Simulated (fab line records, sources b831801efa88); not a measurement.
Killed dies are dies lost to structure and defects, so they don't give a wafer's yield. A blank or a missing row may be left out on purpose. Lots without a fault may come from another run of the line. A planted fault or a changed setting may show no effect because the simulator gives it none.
Which tool did it? | flow sky130 | 14 lots, 42 wafers sampled, at 7 steps of a route of 708

WHAT THE GAUGES READ, wafer by wafer
The record holds no reading of a measuring or inspecting step that can be judged against a usual standard deviation.

WHICH TOOL RAN EACH LOT (tool, then ch and the chambers of the sampled wafers, then the start)
lot  | SKY_CONTACT_ETCH_18                           | SKY_METAL1_ETCH_18                | SKY_VIA1_ETCH_15                   | SKY_VIA1_STRIP_16                    | SKY_VIA1_CVD_21               | SKY_METAL2_SPUTTER_00        | SKY_METAL2_SPUTTER_01
L222 | rie_diel-02 ch 0,1,3, day 32 22:11 or earlier | rie_metal-01 ch 0,1, day 32 22:11 | rie_diel-04 ch 1,2, day 34 02:58   | plasma_asher-01 ch 0,1, day 34 03:01 | cvd_w-01 ch 0,1, day 34 03:40 | pvd_sputter-02, day 34 04:31 | pvd_sputter-02, day 34 04:32
L221 | rie_diel-04 ch 0,1,2, day 32 22:58 or earlier | rie_metal-04 ch 0,1, day 32 22:58 | rie_diel-03 ch 0,1,2, day 34 04:34 | plasma_asher-02 ch 0,1, day 34 04:37 | cvd_w-01 ch 0,1, day 34 05:17 | pvd_sputter-03, day 34 06:31 | pvd_sputter-03, day 34 06:32
L226 | rie_diel-04 ch 0,2,3, day 34 11:31 or earlier | rie_metal-04 ch 0, day 34 11:31   | rie_diel-01 ch 1,2,3, day 35 15:16 | plasma_asher-02 ch 0,1, day 35 15:19 | cvd_w-02 ch 0,1, day 35 15:58 | pvd_sputter-02, day 35 16:32 | pvd_sputter-02, day 35 16:34
L225 | rie_diel-04 ch 2,3, day 34 15:13 or earlier   | rie_metal-03 ch 1, day 34 15:13   | rie_diel-03 ch 1,2,3, day 35 18:16 | plasma_asher-01 ch 0,1, day 35 18:19 | cvd_w-01 ch 0,1, day 35 18:59 | pvd_sputter-03, day 35 19:34 | pvd_sputter-03, day 35 19:35
L227 | rie_diel-01 ch 2,3, day 34 15:35 or earlier   | rie_metal-01 ch 0,1, day 34 15:35 | rie_diel-04 ch 1,3, day 35 19:55   | plasma_asher-02 ch 0,1, day 35 19:59 | cvd_w-02 ch 0,1, day 35 21:05 | pvd_sputter-01, day 35 21:37 | pvd_sputter-01, day 35 21:39
L230 | rie_diel-01 ch 2,3, day 36 00:59 or earlier   | rie_metal-03 ch 0,1, day 36 00:59 | rie_diel-01 ch 0,2,3, day 37 04:45 | plasma_asher-01 ch 0,1, day 37 04:48 | cvd_w-01 ch 0,1, day 37 05:27 | pvd_sputter-03, day 37 06:02 | pvd_sputter-03, day 37 06:03
L231 | rie_diel-02 ch 1,2,3, day 36 01:20 or earlier | rie_metal-04 ch 0,1, day 36 01:20 | rie_diel-01 ch 0,2,3, day 37 05:27 | plasma_asher-02 ch 0,1, day 37 05:30 | cvd_w-01 ch 0,1, day 37 06:09 | pvd_sputter-01, day 37 06:44 | pvd_sputter-01, day 37 06:45
L234 | rie_diel-04 ch 1,2,3, day 36 17:40 or earlier | rie_metal-03 ch 0,1, day 36 17:40 | rie_diel-04 ch 0,2,3, day 37 21:10 | plasma_asher-02 ch 0,1, day 37 21:13 | cvd_w-01 ch 0,1, day 37 21:52 | pvd_sputter-03, day 37 22:26 | pvd_sputter-03, day 37 22:28
L235 | rie_diel-04 ch 0,1,3, day 37 03:08 or earlier | rie_metal-04 ch 0,1, day 37 03:08 | rie_diel-03 ch 1,3, day 38 06:27   | plasma_asher-03 ch 0,1, day 38 06:30 | cvd_w-01 ch 0,1, day 38 07:09 | pvd_sputter-02, day 38 07:44 | pvd_sputter-02, day 38 07:45
L238 | rie_diel-01 ch 0,1, day 38 18:14 or earlier   | rie_metal-03 ch 0,1, day 38 18:14 | rie_diel-03 ch 2,3, day 39 20:43   | plasma_asher-01 ch 0,1, day 39 20:48 | cvd_w-02 ch 0,1, day 39 21:29 | pvd_sputter-02, day 39 22:02 | pvd_sputter-02, day 39 22:03
L241 | rie_diel-04 ch 1,2,3, day 39 01:50 or earlier | rie_metal-04 ch 0,1, day 39 01:50 | rie_diel-04 ch 2,3, day 40 04:52   | plasma_asher-02 ch 0,1, day 40 04:55 | cvd_w-01 ch 1, day 40 05:43   | pvd_sputter-01, day 40 06:23 | pvd_sputter-01, day 40 06:24
L242 | rie_diel-04 ch 2,3, day 39 07:29 or earlier   | rie_metal-03 ch 0,1, day 39 07:29 | rie_diel-04 ch 1,2,3, day 40 09:04 | plasma_asher-03 ch 0,1, day 40 09:07 | cvd_w-02 ch 0, day 40 09:47   | pvd_sputter-02, day 40 10:22 | pvd_sputter-02, day 40 10:23
L243 | rie_diel-04 ch 0,1,3, day 39 08:38 or earlier | rie_metal-01 ch 0,1, day 39 08:38 | rie_diel-03 ch 0,1, day 40 09:58   | plasma_asher-03 ch 0,1, day 40 10:01 | cvd_w-02 ch 0,1, day 40 10:46 | pvd_sputter-02, day 40 11:21 | pvd_sputter-02, day 40 11:22
L244 | rie_diel-02 ch 0,1,3, day 39 18:50 or earlier | rie_metal-03 ch 1, day 39 18:50   | rie_diel-04 ch 1,3, day 40 20:10   | plasma_asher-01 ch 0,1, day 40 20:13 | cvd_w-01 ch 0, day 40 20:53   | pvd_sputter-01, day 40 21:32 | pvd_sputter-01, day 40 21:34
- SKY_CONTACT_ETCH_18: etches Si3N4 in CHF3/O2, stops on TiN, time 39 s, target depth 75 nm.
- SKY_METAL1_ETCH_18: etches BARC in N2/H2, stops on SiO2, time 45.9 s, target depth 60 nm.
- SKY_VIA1_ETCH_15: etches SiO2 in C4F8/O2/Ar, stops on TiN, target depth 351 nm, time 54 s.
- SKY_VIA1_STRIP_16: strips in O2/N2.
- SKY_VIA1_CVD_21: deposits W, target thk 270 nm, time 80.902 s.
- SKY_METAL2_SPUTTER_00: material Ti, target thk 15 nm, time 10 s.
- SKY_METAL2_SPUTTER_01: material TiN, target thk 20 nm, time 16.7 s.

WHAT THE TOOLS THEMSELVES READ (means of the sampled wafers that have a number; where no wafer has one, the mark that the record gives instead)
SKY_CONTACT_ETCH_18.
lot  | tool        | drypump_motor_current_A (A) | oes_product_au (a.u.) | throttle_valve_pct (%)
L222 | rie_diel-02 | 5.8                         | 0.847                 | 8.787
L221 | rie_diel-04 | 5.6                         | 0.851                 | 8.791
L226 | rie_diel-04 | 5.9                         | 0.857                 | 8.795
L225 | rie_diel-04 | 6.0                         | 0.852                 | 8.791
L227 | rie_diel-01 | 5.3                         | 0.859                 | 8.797
L230 | rie_diel-01 | 5.4                         | 0.853                 | 8.786
L231 | rie_diel-02 | 5.7                         | 0.854                 | 8.790
L234 | rie_diel-04 | 6.0                         | 0.856                 | 8.799
L235 | rie_diel-04 | 5.9                         | 0.863                 | 8.797
L238 | rie_diel-01 | 5.8                         | 0.852                 | 8.781
L241 | rie_diel-04 | 5.9                         | 0.854                 | 8.798
L242 | rie_diel-04 | 6.2                         | 0.854                 | 8.789
L243 | rie_diel-04 | 5.9                         | 0.850                 | 8.790
L244 | rie_diel-02 | 5.8                         | 0.856                 | 8.798

SKY_METAL1_ETCH_18.
lot  | tool         | drypump_motor_current_A (A) | oes_product_au (a.u.) | throttle_valve_pct (%)
L222 | rie_metal-01 | 5.5                         | 0.854                 | 13.222
L221 | rie_metal-04 | 6.0                         | 0.854                 | 13.231
L226 | rie_metal-04 | 5.2                         | 0.854                 | 13.214
L225 | rie_metal-03 | 5.9                         | 0.853                 | 13.216
L227 | rie_metal-01 | 5.5                         | 0.855                 | 13.222
L230 | rie_metal-03 | 5.5                         | 0.852                 | 13.237
L231 | rie_metal-04 | 5.7                         | 0.849                 | 13.218
L234 | rie_metal-03 | 5.5                         | 0.856                 | 13.225
L235 | rie_metal-04 | 5.6                         | 0.857                 | 13.220
L238 | rie_metal-03 | 5.5                         | 0.858                 | 13.227
L241 | rie_metal-04 | 5.6                         | 0.855                 | 13.222
L242 | rie_metal-03 | 5.7                         | 0.856                 | 13.230
L243 | rie_metal-01 | 5.5                         | 0.855                 | 13.223
L244 | rie_metal-03 | 5.9                         | 0.857                 | 13.226

SKY_VIA1_ETCH_15.
lot  | tool        | oes_product_au (a.u.)
L222 | rie_diel-04 | 0.988
L221 | rie_diel-03 | 0.982
L226 | rie_diel-01 | 0.985
L225 | rie_diel-03 | 0.983
L227 | rie_diel-04 | 0.981
L230 | rie_diel-01 | 0.946
L231 | rie_diel-01 | 0.953
L234 | rie_diel-04 | 0.981
L235 | rie_diel-03 | 0.983
L238 | rie_diel-03 | 0.986
L241 | rie_diel-04 | 0.985
L242 | rie_diel-04 | 0.986
L243 | rie_diel-03 | 0.979
L244 | rie_diel-04 | 0.985

SKY_VIA1_STRIP_16.
lot  | tool            | drypump_motor_current_A (A) | oes_product_au (a.u.) | strip_time_to_endpoint_s (s)
L222 | plasma_asher-01 | 5.6                         | 0.409                 | 4.430
L221 | plasma_asher-02 | 5.2                         | 0.413                 | 4.431
L226 | plasma_asher-02 | 5.4                         | 0.420                 | 4.461
L225 | plasma_asher-01 | 6.0                         | 0.414                 | 4.453
L227 | plasma_asher-02 | 5.2                         | 0.417                 | 4.473
L230 | plasma_asher-01 | 5.7                         | 0.420                 | 4.518
L231 | plasma_asher-02 | 5.4                         | 0.420                 | 4.495
L234 | plasma_asher-02 | 5.4                         | 0.418                 | 4.456
L235 | plasma_asher-03 | 6.1                         | 0.412                 | 4.453
L238 | plasma_asher-01 | 5.7                         | 0.409                 | 4.461
L241 | plasma_asher-02 | 5.2                         | 0.416                 | 4.471
L242 | plasma_asher-03 | 6.1                         | 0.417                 | 4.446
L243 | plasma_asher-03 | 6.1                         | 0.414                 | 4.474
L244 | plasma_asher-01 | 6.0                         | 0.417                 | 4.486

SKY_VIA1_CVD_21.
lot  | tool     | heater_power_w (W)
L222 | cvd_w-01 | 834
L221 | cvd_w-01 | 831
L226 | cvd_w-02 | 875
L225 | cvd_w-01 | 836
L227 | cvd_w-02 | 904
L230 | cvd_w-01 | 844
L231 | cvd_w-01 | 822
L234 | cvd_w-01 | 838
L235 | cvd_w-01 | 831
L238 | cvd_w-02 | 895
L241 | cvd_w-01 | 794
L242 | cvd_w-02 | 1029
L243 | cvd_w-02 | 904
L244 | cvd_w-01 | 777

SKY_METAL2_SPUTTER_00.
lot  | tool           | throttle_valve_pct (%)
L222 | pvd_sputter-02 | 30.3
L221 | pvd_sputter-03 | 30.6
L226 | pvd_sputter-02 | 30.1
L225 | pvd_sputter-03 | 30.5
L227 | pvd_sputter-01 | 28.9
L230 | pvd_sputter-03 | 30.8
L231 | pvd_sputter-01 | 28.2
L234 | pvd_sputter-03 | 30.6
L235 | pvd_sputter-02 | 30.7
L238 | pvd_sputter-02 | 30.8
L241 | pvd_sputter-01 | 28.5
L242 | pvd_sputter-02 | 30.1
L243 | pvd_sputter-02 | 30.4
L244 | pvd_sputter-01 | 28.6

SKY_METAL2_SPUTTER_01.
lot  | tool           | throttle_valve_pct (%)
L222 | pvd_sputter-02 | 30.2
L221 | pvd_sputter-03 | 30.7
L226 | pvd_sputter-02 | 30.1
L225 | pvd_sputter-03 | 30.6
L227 | pvd_sputter-01 | 28.6
L230 | pvd_sputter-03 | 30.6
L231 | pvd_sputter-01 | 28.4
L234 | pvd_sputter-03 | 30.6
L235 | pvd_sputter-02 | 30.6
L238 | pvd_sputter-02 | 30.7
L241 | pvd_sputter-01 | 28.6
L242 | pvd_sputter-02 | 30.0
L243 | pvd_sputter-02 | 30.2
L244 | pvd_sputter-01 | 28.5

THE ANSWER, worked out from the rows above alone
Rule: what is usual is taken from the lots themselves. Put in order of their means at a reading, lots are off if they are a third of the lots or fewer, leave a main group of 4 or more, and stand apart from it by a gap of 3 or more times the standard deviation of the main group's means; of several such gaps the widest counts. A main group whose means are all the same, to the digits that the tables above print for the reading, isn't used. A lot without any number at a reading at which 4 lots or more have one is off too. The other lots that the step has rows for count as sound. The gauges are gone through in route order, then the tools' own readings, and for those a lot's mean is taken as printed above. The first step at which some lot is off is used, and at that step the reading that is off furthest; a lot without a number counts as furthest.
Off: L230, L231, at SKY_VIA1_ETCH_15 (oes_product_au). The main group: mean 0.984 a.u., standard deviation 0.0025.
A tool fits if, at that step or a process step before it, it ran every lot that is off, and no sound lot after the first of them. SKY_CONTACT_ETCH_18 gives no start for some lots, so the hours and the order of its lots are those of SKY_METAL1_ETCH_18. One fits: rie_diel-01 at SKY_VIA1_ETCH_15. Its last sound lot is L226 (day 35 15:16), its first lot that is off L230 (day 37 04:45): a fault that began between those two fits.
The tool's own readings at SKY_VIA1_ETCH_15 bear it out: on the lots that are off they differ by more than 5 times the standard deviation of the sound lots' means. oes_product_au reads 0.950 a.u. there against 0.984 a.u. on the sound lots.

WHAT THE SIMULATOR HAD PUT IN
Process parameter drift: rie_diel-01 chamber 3, from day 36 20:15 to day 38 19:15, at SKY_VIA1_ETCH_15. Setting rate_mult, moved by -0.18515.
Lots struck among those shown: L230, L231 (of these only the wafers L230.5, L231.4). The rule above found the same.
